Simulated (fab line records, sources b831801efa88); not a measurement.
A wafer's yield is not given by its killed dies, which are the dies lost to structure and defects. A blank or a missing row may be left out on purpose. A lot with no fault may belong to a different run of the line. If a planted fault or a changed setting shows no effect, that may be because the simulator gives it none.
fab line records	flow sky130
record: lots: 6	wafers: 18	last-day: 50
route steps=708 shown METAL5@667 PASSIVATION@681 PAD_OPEN@694
lots untouched by any fault: they come from a run of this same line in which no faults occurred
start-h: the number of hours between the record's first day and the start of the first shown wafer of the lot	wait-h: hours from the lot's prior step to this one	" as in the row above	L1.1+2: a single row standing in for several wafers	- no value present, or no start provided	* or withheld: withheld	< > ~ a bound
route shown NAME@n: a module of which the file shows steps, and the number in the route of the first	usual: mean/standard deviation taken from wafers without a fault	same: alike in all rows	chamber/n: place in a boat	sites: readings site by site	_std_site: their standard deviation	_edge_site: mean of outer sites minus mean of inner sites	radius-mm: for every site, how far away it sits from the centre of the wafer	mask NAME#n: copy n	behind: the tool/chamber that last shaped the wafer	hold: cause of the lot's hold/its duration in hours/its outcome	device: which transistor (n, p or np) failed to switch	end of line: the tests these same wafers got at the end of their route	a step without rows: its recipe alone	killed: dies lost to structure and defects at the first sort, not the wafer's yield	map: per-die view of a wafer (x killed, . not killed, _ where there is no die)
set.NAME: the setting as run; set.NAME@STEP: as run at that earlier step	model.NAME: the simulator's own value behind a step, which no gauge read
lots seen at some steps along the route; tables by step, rows by wafer
services: a tool's chamber out of use, with start hour (start-h, from the record's first day; less than 0 if before it), hours out, and reason
== steps ==
step: SKY_METAL5_THK_MEAS_06
recipe: thk-meas-gauge: xrf	reads: AlCu_of_METAL5_SPUTTER_02
usual: METAL5_ALCU_THK: 1166/12
lot.wafer	tool	chamber	start-h	wait-h	METAL5_ALCU_THK[nm]
L564.3	film-metro-03	-	1064.91	0.1	1150
L564.4	"	-	"	"	1146
L564.5	"	-	"	"	1150
L566.3	film-metro-02	-	1071.91	0.1	1160
L566.5	"	-	"	"	1167
L566.6	"	-	"	"	1153
L569.1	film-metro-02	-	1072.29	0.1	1175
L569.4	"	-	"	"	1187
L569.5	"	-	"	"	1179
L576.1	film-metro-03	-	1128.33	0.1	1189
L576.3	"	-	"	"	1176
L576.5	"	-	"	"	1184
L581.1	film-metro-03	-	1138.83	0.1	1169
L581.3	"	-	"	"	1176
L581.6	"	-	"	"	1178
L582.1	film-metro-03	-	1140.29	0.1	1186
L582.2	"	-	"	"	1175
L582.5	"	-	"	"	1179
step: SKY_METAL5_DEHYDRATE_07
recipe: temp-c: 200	time-s: 60
step: SKY_METAL5_HMDS_08
recipe: prime-time-s: 60	prime-temp-c: 120
step: SKY_METAL5_COAT_09
recipe: resist: NOVOLAK	spin-rpm: 3000	resist-thk-nm: 1800
step: SKY_METAL5_SOFTBAKE_10
recipe: temp-c: 90	time-s: 60	resist: NOVOLAK
step: SKY_METAL5_EXPOSE_11
recipe: mask-id: MM5	na: 0.6	source-shape: conventional	sigma-outer: 0.6	polarization: unpolarized	target-cd-nm: 1600	dose-mj: 190
step: SKY_METAL5_PEB_12
recipe: temp-c: withheld	time-s: *	resist: NOVOLAK
step: SKY_METAL5_DEVELOP_13
recipe: resist: NOVOLAK	developer: TMAH	develop-time-s: 60	dev-temp-c: 23
step: SKY_METAL5_DESCUM_14
recipe: chemistry: O2	source-power-w: 150	bias-power-w: 0	pressure-mtorr: 10	temp-c: 40	time-s: 11
step: SKY_METAL5_METAL_ETCH_15
recipe: target-depth-a: 12600	stop-on: SiO2	over-etch-frac: 0.2	time-s: 252	chemistry: Cl2/BCl3	resist-sidewall-deg: 86	pressure-mtorr: 10	icp-w: 900	bias-w: 48.5	Cl2_flow_sccm: 60	bcl3-flow-sccm: 30
usual: bcl3-flow-sccm: 29.99/0.089	drypump-motor-current-A: 5.6/0.47	mfc-cl2-sccm: 60.01/0.19	oes-product-au: 0.894/0.0046	throttle-valve-pct: 22.264/0.0092
lot.wafer	tool	chamber	start-h	wait-h	bcl3-flow-sccm	drypump-motor-current-A	mfc-cl2-sccm	oes-product-au	rf-hours-counter-h	throttle-valve-pct
L564.3	rie-metal-01	0	1085.81	0.1	30.07	5.9	59.79	0.890	-	22.279
L564.4	"	1	"	"	29.96	5.1	60.00	0.907	-	22.247
L564.5	"	1	"	"	29.94	5.1	59.92	0.888	-	22.253
L566.3	rie-metal-04	0	1091.75	0.1	29.94	5.7	60.19	0.897	-	22.269
L566.5	"	1	"	"	30.11	6.5	60.20	0.888	-	22.263
L566.6	"	0	"	"	29.80	5.7	59.96	0.898	-	22.268
L569.1	rie-metal-03	0	1092.41	0.0	29.93	5.8	59.96	0.897	18	22.271
L569.4	"	1	"	"	29.97	5.1	59.82	0.882	-	22.272
L569.5	"	0	"	"	30.13	5.8	59.84	0.888	-	22.268
L576.1	rie-metal-01	1	1146.08	0.0	30.02	5.1	60.29	0.896	20	22.267
L576.3	"	0	"	"	29.93	5.9	60.10	0.891	-	22.252
L576.5	"	0	"	"	29.94	5.9	60.28	0.897	-	22.252
L581.1	rie-metal-01	0	1157.02	0.0	29.85	6.0	59.86	0.891	26	22.266
L581.3	"	0	"	"	30.19	5.9	59.96	0.894	-	22.268
L581.6	"	1	"	"	29.91	5.1	60.15	0.900	-	22.249
L582.1	rie-metal-04	1	1159.16	0.0	30.13	6.5	60.00	0.900	19	22.264
L582.2	"	0	"	"	30.01	5.7	59.97	0.899	13	22.261
L582.5	"	0	"	"	29.91	5.7	59.84	0.900	-	22.253
step: SKY_METAL5_STRIP_16
recipe: chemistry: O2/N2	power-w: 1400	pressure-mtorr: 1500	platen-temp-c: withheld	o2-flow-sccm: 3000	n2-flow-sccm: 300	overash-fraction: 0.5
usual: drypump-motor-current-A: 5.6/0.53	o2-flow-sccm: 2997/9.5	oes-product-au: 0.710/0.0047	strip-time-to-endpoint-s: 13.10/0.1
lot.wafer	tool	chamber	start-h	wait-h	drypump-motor-current-A	o2-flow-sccm	oes-product-au	rf-hours-counter-h	strip-time-to-endpoint-s
L564.3	plasma-asher-02	0	1086.00	0.1	5.8	2985	0.709	-	13.14
L564.4	"	1	"	"	5.9	3001	0.708	-	13.14
L564.5	"	0	"	"	5.8	2992	0.707	-	13.11
L566.3	plasma-asher-03	1	1091.94	0.1	6.1	2988	0.711	-	12.92
L566.5	"	0	"	"	4.9	2994	0.714	-	13.08
L566.6	"	1	"	"	6.1	2991	0.703	-	13.04
L569.1	plasma-asher-04	0	1092.65	0.2	6.2	2984	0.705	96	13.14
L569.4	"	0	"	"	6.2	2998	0.705	-	13.11
L569.5	"	0	"	"	6.2	2993	0.717	-	13.08
L576.1	plasma-asher-03	1	1146.31	0.2	6.1	3001	0.706	8	13.09
L576.3	"	0	"	"	4.8	2993	0.715	-	13.20
L576.5	"	0	"	"	4.8	2993	0.711	-	13.01
L581.1	plasma-asher-03	1	1157.26	0.2	6.1	3003	0.707	10	13.03
L581.3	"	0	"	"	4.9	2993	0.713	-	13.17
L581.6	"	1	"	"	6.1	3008	0.711	-	12.93
L582.1	plasma-asher-03	0	1159.40	0.2	4.8	2985	0.705	10	13.10
L582.2	"	1	"	"	6.1	3001	0.706	10	13.01
L582.5	"	1	"	"	6.1	3004	0.715	-	12.93
step: SKY_METAL5_STRIP_17
recipe: chemistry: post-etch-residue-remover	time-s: 1200	temp-c: 72.5
step: SKY_METAL5_CLEAN_18
recipe: chemistry: IPA	time-s: 180	temp-c: 25
usual: bath-heat-duty-pct: 6.4/0.77
lot.wafer	tool	chamber	start-h	wait-h	bath-heat-duty-pct
L564.3	wet-bench-03	0	1086.41	0.0	5.5
L564.4	"	0	"	"	5.6
L564.5	"	0	"	"	5.0
L566.3	wet-bench-02	1	1092.35	0.0	6.7
L566.5	"	1	"	"	5.9
L566.6	"	1	"	"	5.6
L569.1	wet-bench-03	2	1093.12	0.0	6.8
L569.4	"	2	"	"	7.0
L569.5	"	2	"	"	6.0
L576.1	wet-bench-02	2	1146.76	0.0	8.0
L576.3	"	2	"	"	6.7
L576.5	"	2	"	"	7.5
L581.1	wet-bench-04	0	1158.04	0.0	5.9
L581.3	"	0	"	"	6.3
L581.6	"	0	"	"	6.0
L582.1	wet-bench-04	1	1159.88	0.0	6.2
L582.2	"	1	"	"	6.2
L582.5	"	1	"	"	6.7
step: SKY_METAL5_CLEAN_19
recipe: chemistry: O3/DIW	dry: n2-spin
step: SKY_PASSIVATION_CVD_00
recipe: material: SiO2	target-thk-nm: 90	temp-c: 400	time-s: withheld	rf-w: 600
step: SKY_PASSIVATION_THK_MEAS_01
recipe: reads: SiO2_of_PASSIVATION_CVD_00
usual: PASSIVATION_CVD_00_THK: 90.0/1.1
lot.wafer	tool	chamber	start-h	wait-h	PASSIVATION_CVD_00_THK[nm]
L564.3	film-metro-04	-	1086.62	-	90.8
L564.4	"	-	"	"	91.3
L564.5	"	-	"	"	91.4
L566.3	film-metro-04	-	1092.55	-	89.3
L566.5	"	-	"	"	91.0
L566.6	"	-	"	"	89.8
L569.1	film-metro-04	-	1093.29	-	88.7
L569.4	"	-	"	"	88.8
L569.5	"	-	"	"	89.9
L576.1	film-metro-01	-	1146.94	-	87.8
L576.3	"	-	"	"	89.5
L576.5	"	-	"	"	90.1
L581.1	film-metro-04	-	1158.21	-	89.5
L581.3	"	-	"	"	89.9
L581.6	"	-	"	"	91.2
L582.1	film-metro-01	-	1160.39	-	89.1
L582.2	"	-	"	"	88.3
L582.5	"	-	"	"	90.7
step: SKY_PASSIVATION_CVD_02
recipe: material: Si3N4	target-thk-nm: 540	temp-c: 400	time-s: withheld	rf-w: 450
usual: heater-power-w: 684/110
lot.wafer	tool	chamber	start-h	wait-h	heater-power-w
L564.3	pecvd-02	1	1086.66	0.0	587
L564.4	"	1	"	"	644
L564.5	"	0	"	"	439
L566.3	pecvd-02	2	1092.59	0.0	662
L566.5	"	0	"	"	549
L566.6	"	1	"	"	727
L569.1	pecvd-03	1	1093.35	0.1	799
L569.4	"	2	"	"	746
L569.5	"	1	"	"	643
L576.1	pecvd-03	2	1147.00	0.1	944
L576.3	"	0	"	"	594
L576.5	"	1	"	"	790
L581.1	pecvd-04	0	1158.27	0.1	836
L581.3	"	2	"	"	638
L581.6	"	0	"	"	706
L582.1	pecvd-02	0	1160.45	0.1	488
L582.2	"	1	"	"	694
L582.5	"	2	"	"	544
step: SKY_PASSIVATION_THK_MEAS_03
recipe: reads: Si3N4_of_PASSIVATION_CVD_02
usual: PASSIVATION_CVD_02_THK: 540/6.7
lot.wafer	tool	chamber	start-h	wait-h	PASSIVATION_CVD_02_THK[nm]
L564.3	film-metro-04	-	1086.90	-	536
L564.4	"	-	"	"	540
L564.5	"	-	"	"	545
L566.3	film-metro-04	-	1092.84	-	529
L566.5	"	-	"	"	536
L566.6	"	-	"	"	537
L569.1	film-metro-01	-	1093.58	-	533
L569.4	"	-	"	"	545
L569.5	"	-	"	"	533
L576.1	film-metro-04	-	1147.22	-	536
L576.3	"	-	"	"	539
L576.5	"	-	"	"	546
L581.1	film-metro-01	-	1158.50	-	533
L581.3	"	-	"	"	534
L581.6	"	-	"	"	541
L582.1	film-metro-04	-	1160.68	-	534
L582.2	"	-	"	"	537
L582.5	"	-	"	"	544
step: SKY_PASSIVATION_DEHYDRATE_04
recipe: temp-c: 200	time-s: 60
step: SKY_PASSIVATION_HMDS_05
recipe: prime-time-s: 60	prime-temp-c: 120
step: SKY_PASSIVATION_COAT_06
recipe: spin-rpm: 2000	resist-thk-nm: 3000
step: SKY_PASSIVATION_SOFTBAKE_07
recipe: temp-c: 110	time-s: withheld
step: SKY_PASSIVATION_EXPOSE_08
recipe: mask-id: NSM	target-cd-nm: 3000	na: 0.57	dose-mj: 260
step: SKY_PASSIVATION_PEB_09
recipe: temp-c: 115	time-s: withheld
step: SKY_PASSIVATION_DEVELOP_10
recipe: develop-time-s: 60	dev-temp-c: 23
step: SKY_PASSIVATION_ETCH_11
recipe: chemistry: CF4/O2	target-depth-nm: 725	stop-on: AlCu	source-w: 800	bias-w: 150	pressure-mtorr: 150	cf4-flow-sccm: 80	O2_flow_sccm: 10	time-s: 161.1
usual: drypump-motor-current-A: 5.7/0.38	oes-product-au: 0.978/0.0065	throttle-valve-pct: 5.965/0.0095
lot.wafer	tool	chamber	start-h	wait-h	drypump-motor-current-A	oes-product-au	rf-hours-counter-h	throttle-valve-pct
L564.3	rie-diel-04	3	1106.84	-	5.1	0.969	24	5.958
L564.4	"	0	"	"	5.1	0.987	15	5.971
L564.5	"	3	"	"	5.1	0.986	-	5.963
L566.3	rie-diel-01	3	1113.21	-	5.6	0.978	17	5.975
L566.5	"	1	"	"	5.8	0.972	-	5.960
L566.6	"	0	"	"	5.7	0.967	-	5.979
L569.1	rie-diel-01	2	1113.91	-	6.0	0.974	22	5.953
L569.4	"	0	"	"	5.7	0.975	15	5.964
L569.5	"	1	"	"	5.7	0.972	-	5.950
L576.1	rie-diel-04	2	1164.20	-	6.1	0.971	24	5.968
L576.3	"	1	"	"	5.5	0.977	19	5.959
L576.5	"	2	"	"	6.1	0.982	-	5.968
L581.1	rie-diel-04	1	1175.19	-	5.5	0.976	20	5.960
L581.3	"	0	"	"	5.1	0.971	18	5.946
L581.6	"	0	"	"	5.1	0.980	-	5.969
L582.1	rie-diel-04	1	1177.55	-	5.5	0.966	20	5.966
L582.2	"	2	"	"	6.1	0.972	24	5.971
L582.5	"	1	"	"	5.5	0.982	-	5.978
step: SKY_PASSIVATION_STRIP_12
recipe: chemistry: O2/N2	power-w: 1400	pressure-mtorr: 1500	platen-temp-c: withheld	overash-fraction: 0.7	o2-flow-sccm: 3000	n2-flow-sccm: 300
usual: drypump-motor-current-A: 5.7/0.4	o2-flow-sccm: 3000/8.4	oes-product-au: 0.661/0.005	strip-time-to-endpoint-s: 31.53/0.13
lot.wafer	tool	chamber	start-h	wait-h	drypump-motor-current-A	o2-flow-sccm	oes-product-au	rf-hours-counter-h	strip-time-to-endpoint-s
L564.3	plasma-asher-01	0	1106.98	0.1	5.3	2991	0.663	-	31.43
L564.4	"	1	"	"	6.0	2995	0.657	-	31.52
L564.5	"	1	"	"	5.9	3007	0.669	-	31.43
L566.3	plasma-asher-02	1	1113.35	0.1	5.9	3008	0.655	-	31.43
L566.5	"	1	"	"	5.9	3002	0.655	-	31.66
L566.6	"	0	"	"	5.8	2997	0.654	-	31.56
L569.1	plasma-asher-03	1	1114.02	0.1	6.1	2995	0.663	5	31.46
L569.4	"	0	"	"	4.9	2988	0.658	-	31.39
L569.5	"	1	"	"	6.1	3009	0.660	-	31.43
L576.1	plasma-asher-03	1	1164.30	0.1	6.1	2982	0.660	10	31.56
L576.3	"	0	"	"	4.9	3004	0.663	-	31.50
L576.5	"	0	"	"	4.9	3013	0.659	-	31.59
L581.1	plasma-asher-03	0	1175.30	0.1	4.8	2996	0.662	12	31.72
L581.3	"	0	"	"	4.8	2998	0.666	-	31.75
L581.6	"	1	"	"	6.1	3004	0.652	-	31.66
L582.1	plasma-asher-02	1	1177.65	0.1	5.9	2998	0.670	72	31.77
L582.2	"	0	"	"	5.8	2999	0.671	72	31.79
L582.5	"	0	"	"	5.8	3001	0.671	-	31.72
step: SKY_PAD_OPEN_DEHYDRATE_00
recipe: temp-c: 200	time-s: 60
step: SKY_PAD_OPEN_HMDS_01
recipe: prime-time-s: 60	prime-temp-c: 120
step: SKY_PAD_OPEN_COAT_02
recipe: spin-rpm: 2000	resist-thk-nm: 3000
step: SKY_PAD_OPEN_SOFTBAKE_03
recipe: temp-c: 110	time-s: withheld
step: SKY_PAD_OPEN_EXPOSE_04
recipe: mask-id: PDM	target-cd-nm: 60000	na: 0.57	dose-mj: 260
step: SKY_PAD_OPEN_PEB_05
recipe: temp-c: 115	time-s: withheld
step: SKY_PAD_OPEN_DEVELOP_06
recipe: develop-time-s: 60	dev-temp-c: 23
step: SKY_PAD_OPEN_ETCH_07
recipe: chemistry: CF4/O2	target-depth-nm: 725	stop-on: AlCu	source-w: 800	bias-w: 150	pressure-mtorr: 150	cf4-flow-sccm: 80	O2_flow_sccm: 10	time-s: 161.1
step: SKY_PAD_OPEN_STRIP_08
recipe: chemistry: O2/N2	power-w: 1400	pressure-mtorr: 1500	platen-temp-c: withheld	overash-fraction: 0.7	o2-flow-sccm: 3000	n2-flow-sccm: 300
step: SKY_PAD_OPEN_STRIP_09
recipe: chemistry: post-etch-residue-remover	time-s: 1200	temp-c: 72.5
step: SKY_PAD_OPEN_CLEAN_10
recipe: chemistry: IPA	time-s: 180	temp-c: 25
step: SKY_PAD_OPEN_CLEAN_11
recipe: chemistry: O3/DIW	dry: n2-spin
step: SKY_PAD_OPEN_ANNEAL_12
recipe: temp-c: 400	time-s: withheld	ambient: N2/H2	idle-temp-c: 300	ramp-up-c-per-min: 8	ramp-down-c-per-min: 4
step: SKY_PAD_OPEN_BOW_MEAS_13
recipe: mode: bow
usual: PAD_OPEN_BOW: 48/8.4
lot.wafer	tool	chamber	start-h	wait-h	PAD_OPEN_BOW[um]
L564.3	film-metro-01	-	1130.02	-	45
L564.4	"	-	"	"	51
L564.5	"	-	"	"	61
L566.3	film-metro-02	-	1135.80	-	54
L566.5	"	-	"	"	54
L566.6	"	-	"	"	73
L569.1	film-metro-03	-	1137.38	-	63
L569.4	"	-	"	"	65
L569.5	"	-	"	"	52
L576.1	film-metro-03	-	1182.39	-	52
L576.3	"	-	"	"	51
L576.5	"	-	"	"	58
L581.1	film-metro-02	-	1194.09	-	38
L581.3	"	-	"	"	41
L581.6	"	-	"	"	42
L582.1	film-metro-02	-	1195.79	-	43
L582.2	"	-	"	"	55
L582.5	"	-	"	"	53
step: SKY_PAD_OPEN_PROBE_99
usual: defect-limited-yield: 82.2/1.8	killed_at_M0_to_M3: 44/6	killed_at_M4_up: 3.3/2.1	killed-at-contacts: 25/5.5	killed-at-front-end: 15/4.3	killed-at-other: 0.2/0.41	killed-dies: 88/9.1	killed-open: 48/6.6	killed-short: 39/6.7	sort_bin_3_pad_short: 0.9/0.4	sort_bin_5_function: 10.4/1.5	sort_bin_6_memory: 6.5/1.1	sort-n-pass: 404/9.1	sort-yield-pct: 82.2/1.8
same: gross-dies: 492	killed-at-back-side: 0	sort_bin_4_leakage[%]: 0	sort_bin_8_speed[%]: 0
lot.wafer	tool	chamber	start-h	wait-h	defect-limited-yield[%]	killed_at_M0_to_M3	killed_at_M4_up	killed-at-contacts	killed-at-front-end	killed-at-other	killed-dies	killed-open	killed-short	sort_bin_3_pad_short[%]	sort_bin_5_function[%]	sort_bin_6_memory[%]	sort-n-pass	sort-yield-pct[%]	model.etest.tester.sort-n-pass	model.etest.tester.sort-yield-pct	model.etest.tester.sort_bin_5_pct	model.etest.tester.sort_bin_3_pct
L564.3	prober-02	-	1130.20	0.2	73.8	39	55	19	16	0	129	50	30	3.9	15.4	6.9	363	73.8	363	73.78	15.45	3.862
L564.4	prober-02	-	1130.25	0.2	74.2	31	63	16	17	0	127	37	36	3.9	15.7	6.3	365	74.2	365	74.19	15.65	3.862
L564.5	prober-02	-	1130.30	0.2	73.0	34	58	27	14	0	133	48	30	6.1	15.0	5.9	359	73.0	359	72.97	15.04	6.098
L566.3	prober-01	-	1135.98	0.2	86.4	36	0	21	10	0	67	35	32	0.8	8.3	4.5	425	86.4	425	86.38	8.333	0.813
L566.5	prober-01	-	1136.08	0.2	81.9	48	4	19	18	0	89	45	43	0.6	10.6	6.9	403	81.9	403	81.91	10.57	0.6098
L566.6	prober-01	-	1136.13	0.2	83.3	51	3	20	8	0	82	40	42	0.8	9.3	6.5	410	83.3	410	83.33	9.35	0.813
L569.1	prober-02	-	1137.50	0.1	70.9	44	57	28	14	0	143	41	49	2.8	18.9	7.3	349	70.9	349	70.94	18.9	2.846
L569.4	prober-02	-	1137.65	0.2	74.4	31	59	19	16	1	126	39	29	3.9	15.4	6.3	366	74.4	366	74.39	15.45	3.862
L569.5	prober-02	-	1137.70	0.2	72.0	41	57	28	12	0	138	44	38	4.1	17.3	6.7	354	72.0	354	71.95	17.28	4.065
L576.1	prober-01	-	1182.51	0.1	84.1	38	1	22	17	0	78	34	44	1.0	9.8	5.1	414	84.1	414	84.15	9.756	1.016
L576.3	prober-01	-	1182.61	0.2	83.9	39	1	26	13	0	79	48	31	0.6	10.0	5.5	413	83.9	413	83.94	9.959	0.6098
L576.5	prober-01	-	1182.71	0.2	85.0	43	4	13	14	0	74	44	30	1.0	7.7	6.3	418	85.0	418	84.96	7.724	1.016
L581.1	prober-02	-	1194.21	0.1	81.1	43	7	26	17	0	93	51	42	1.4	11.6	5.9	399	81.1	399	81.1	11.59	1.423
L581.3	prober-02	-	1194.31	0.2	84.6	35	2	27	12	0	76	48	28	0.4	7.5	7.5	416	84.6	416	84.55	7.52	0.4065
L581.6	prober-02	-	1194.46	0.2	82.7	44	3	27	11	0	85	42	43	1.2	12.0	4.1	407	82.7	407	82.72	11.99	1.22
L582.1	prober-01	-	1195.91	0.1	79.7	52	2	28	18	0	100	67	33	0.8	12.6	6.9	392	79.7	392	79.67	12.6	0.813
L582.2	prober-01	-	1195.96	0.1	80.9	46	4	29	15	0	94	53	41	0.4	10.2	8.5	398	80.9	398	80.89	10.16	0.4065
L582.5	prober-01	-	1196.11	0.2	80.1	41	5	29	23	0	98	46	52	1.0	11.0	7.9	394	80.1	394	80.08	10.98	1.016
killed by level:class
L564.3 METAL5:unspecified=49 VIA1:geometric-particle:open=12 LI_CONTACT:geometric-particle:open=8 VIA3:geometric-particle:open=8 POLY_GATE:geometric-particle:open=5 CONTACT:geometric-particle:open=5 VIA2:geometric-particle:open=5 METAL4:geometric-particle:short=5
L564.4 METAL5:unspecified=54 VIA1:geometric-particle:open=7 METAL4:geometric-particle:short=6 FIELD_ISO:geometric-particle:open=5 FIELD_ISO:geometric-particle:short=5 LI_CONTACT:geometric-particle:open=5 VIA3:geometric-particle:open=5 POLY_GATE:geometric-particle:short=4
L564.5 METAL5:unspecified=55 CONTACT:geometric-particle:open=10 VIA1:geometric-particle:open=8 LI_CONTACT:geometric-particle:open=7 VIA2:geometric-particle:open=6 VIA1:geometric-particle:short=4 CONTACT:geometric-particle:short=4 FIELD_ISO:geometric-particle:short=3
L566.3 VIA1:geometric-particle:open=13 CONTACT:geometric-particle:short=9 VIA3:geometric-particle:short=6 CONTACT:geometric-particle:open=5 METAL2:geometric-particle:short=5 FIELD_ISO:geometric-particle:open=4 LI_CONTACT:geometric-particle:open=4 FIELD_ISO:geometric-particle:short=3
L566.5 VIA1:geometric-particle:open=12 VIA1:geometric-particle:short=8 VIA3:geometric-particle:open=7 POLY_GATE:geometric-particle:short=6 CONTACT:geometric-particle:open=6 LI_CONTACT:geometric-particle:open=6 METAL1:geometric-particle:short=6 FIELD_ISO:geometric-particle:short=5
L566.6 METAL1:geometric-particle:short=12 VIA2:geometric-particle:open=9 CONTACT:geometric-particle:short=8 CONTACT:geometric-particle:open=7 VIA1:geometric-particle:open=7 FIELD_ISO:geometric-particle:open=4 VIA2:geometric-particle:short=4 VIA3:geometric-particle:open=4
L569.1 METAL5:unspecified=53 CONTACT:geometric-particle:open=12 VIA1:geometric-particle:open=9 LI_CONTACT:geometric-particle:short=8 VIA1:geometric-particle:short=8 VIA3:geometric-particle:open=6 VIA3:geometric-particle:short=5 METAL1:geometric-particle:short=5
L569.4 METAL5:unspecified=57 VIA1:geometric-particle:open=11 CONTACT:geometric-particle:open=9 VIA1:geometric-particle:short=5 VIA2:geometric-particle:short=4 LI_CONTACT:geometric-particle:open=4 CONTACT:geometric-particle:short=4 FIELD_ISO:geometric-particle:open=3
L569.5 METAL5:unspecified=56 LI_CONTACT:geometric-particle:open=11 VIA1:geometric-particle:open=9 CONTACT:geometric-particle:short=5 CONTACT:geometric-particle:open=5 METAL1:geometric-particle:short=5 VIA1:geometric-particle:short=5 VIA2:geometric-particle:open=5
L576.1 LOCAL_INTERCONNECT:geometric-particle:short=9 VIA1:geometric-particle:short=8 VIA1:geometric-particle:open=8 METAL2:geometric-particle:short=6 LI_CONTACT:geometric-particle:open=5 VIA3:geometric-particle:open=5 FIELD_ISO:geometric-particle:short=4 POLY_GATE:geometric-particle:short=4
L576.3 CONTACT:geometric-particle:open=13 VIA1:geometric-particle:open=10 LI_CONTACT:geometric-particle:open=5 VIA2:geometric-particle:open=5 POLY_GATE:geometric-particle:open=4 CONTACT:geometric-particle:short=4 METAL2:geometric-particle:short=4 VIA3:geometric-particle:open=4
L576.5 VIA1:geometric-particle:open=15 METAL2:geometric-particle:short=7 VIA3:geometric-particle:open=6 LI_CONTACT:geometric-particle:open=5 CONTACT:geometric-particle:open=4 METAL3:geometric-particle:short=4 POLY_GATE:geometric-particle:open=3 POLY_GATE:geometric-particle:short=3
L581.1 VIA2:geometric-particle:open=11 CONTACT:geometric-particle:open=11 VIA1:geometric-particle:open=8 POLY_GATE:geometric-particle:short=6 VIA3:geometric-particle:open=6 LOCAL_INTERCONNECT:geometric-particle:short=6 METAL4:geometric-particle:short=5 POLY_GATE:geometric-particle:open=4
L581.3 CONTACT:geometric-particle:open=11 VIA1:geometric-particle:open=9 LI_CONTACT:geometric-particle:open=8 VIA2:geometric-particle:open=8 METAL2:geometric-particle:short=5 LOCAL_INTERCONNECT:geometric-particle:short=4 FIELD_ISO:geometric-particle:short=3 CONTACT:geometric-particle:short=3
L581.6 VIA3:geometric-particle:open=13 CONTACT:geometric-particle:open=10 LOCAL_INTERCONNECT:geometric-particle:short=6 METAL1:geometric-particle:short=6 VIA2:geometric-particle:open=5 CONTACT:geometric-particle:short=5 VIA1:geometric-particle:open=5 POLY_GATE:geometric-particle:short=4
L582.1 VIA1:geometric-particle:open=22 LI_CONTACT:geometric-particle:open=13 CONTACT:geometric-particle:open=9 FIELD_ISO:geometric-particle:open=7 VIA2:geometric-particle:open=6 VIA1:geometric-particle:short=5 VIA3:geometric-particle:open=5 FIELD_ISO:geometric-particle:short=4
L582.2 LI_CONTACT:geometric-particle:open=11 VIA1:geometric-particle:open=10 FIELD_ISO:geometric-particle:open=6 CONTACT:geometric-particle:open=6 VIA1:geometric-particle:short=6 METAL2:geometric-particle:short=5 VIA2:geometric-particle:open=5 FIELD_ISO:geometric-particle:short=4
L582.5 CONTACT:geometric-particle:open=12 VIA1:geometric-particle:open=9 METAL1:geometric-particle:short=8 FIELD_ISO:geometric-particle:open=6 CONTACT:geometric-particle:short=6 VIA1:geometric-particle:short=6 POLY_GATE:geometric-particle:open=5 POLY_GATE:geometric-particle:short=5
map L564.5 (x killed, . not)
__________.x.x...xx._________
________x...x.....x.xx_______
______x.....x.....xxxxxx_____
_____.....x......xxxxxxxx____
____...x........xxxxxxxxxx___
___.....x.x......xxxxxxxxxx__
__....x.....x....xxxxxxxxxx._
_..x..........x.xxxxxxxxx....
_....x.x...x.....x..x.xxx....
_.x.......x.......x...xxx.x..
_..x....x.x..x.............xx
_.....x..x........x...xx..x..
_..........x....x..x...x...x.
_x......x.....x.x.x.....x....
_..x.........x........xx..x..
__.....x.....x.........xx..._
___.xx.x.x.x....x.x...x..x.__
____...............x......___
_____............x.......____
______.x....x..........._____
________............x._______
__________.........._________
map L569.1 (x killed, . not)
__________.........x_________
________.....x.x..x..x_______
______........xx.x.x...._____
_____x..x.x..xx..x.x.....____
____......x......x.x.x....___
___xxx.xx.x........x..x....__
__xxxxxxx.x.......x.x....x.x_
_xxxxxxxxxx....x.x..x...x....
_xxxxxxxxx........x...xx..x..
_xxxxxxxxx...........xx....xx
_xxxxxxxxx.x..x...x.......x.x
_.xxxxxx..........x....x...x.
_.....x.......x...........x..
_..x.xxx.xx.x.......x........
_.....xx................x..x.
__x..x.xx.....x.......x...x._
___x.......x..............x__
____............x....x....___
_____......x...x.......x.____
______x..x..x..x.....xx._____
________.....xx......._______
__________.......xx._________
== services ==
tool	chamber	start-h	hours	kind
plasma-asher-03	0	1064.25	-	clean
plasma-asher-03	1	1064.25	-	clean
rie-metal-01	0	1087.74	5.5	repair
rie-metal-01	1	1089.90	21.7	repair
pecvd-03	0	1097.13	5.5	scheduled-down
pecvd-03	-	1098.14	1.4	repair
plasma-asher-04	-	1102.55	1.8	repair
rie-metal-04	-	1107.30	2.8	pm
plasma-asher-02	-	1122.54	0.7	repair
pecvd-03	2	1123.14	2.1	scheduled-down
pecvd-02	1	1127.06	4.7	repair
wet-bench-03	-	1127.28	12.4	repair
pecvd-04	2	1131.93	2.1	scheduled-down
plasma-asher-02	-	1133.45	2.8	pm
rie-metal-04	-	1138.74	14.6	pm
pecvd-02	1	1142.70	5.5	scheduled-down
pecvd-04	1	1146.32	5.0	scheduled-down
rie-diel-01	1	1152.01	9.7	repair
rie-diel-01	0	1152.07	4.1	repair
plasma-asher-04	-	1152.24	14.6	pm
plasma-asher-02	-	1154.22	3.8	repair
plasma-asher-01	-	1174.11	2.1	repair
plasma-asher-04	-	1175.37	2.8	pm
rie-metal-01	1	1176.19	7.4	repair
== key ==
first-sign: step: SKY_PAD_OPEN_PROBE_99	reading: killed_at_M4_up	direction: up	sigmas: 26	usual: 3.3	struck: 58.2
effect: step: SKY_PAD_OPEN_PROBE_99	reading: sort_bin_3_pad_short	direction: up	sigmas: 8.1	usual: 0.9	struck: 4.1
model-effect: step: SKY_PAD_OPEN_PROBE_99	value: etest.tester.sort-n-pass	without: 405	struck: 359.3
met-at SKY_METAL5_CLEAN_18
struck-wafers L564.3,L564.4,L564.5,L569.1,L569.4,L569.5
fault: kind: chamber-particle-source	tool: wet-bench-03	chamber: -	onset-h: 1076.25	steps: SKY_METAL5_CLEAN_18	rate-per-visit-cm2: 1.563	end-h: 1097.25
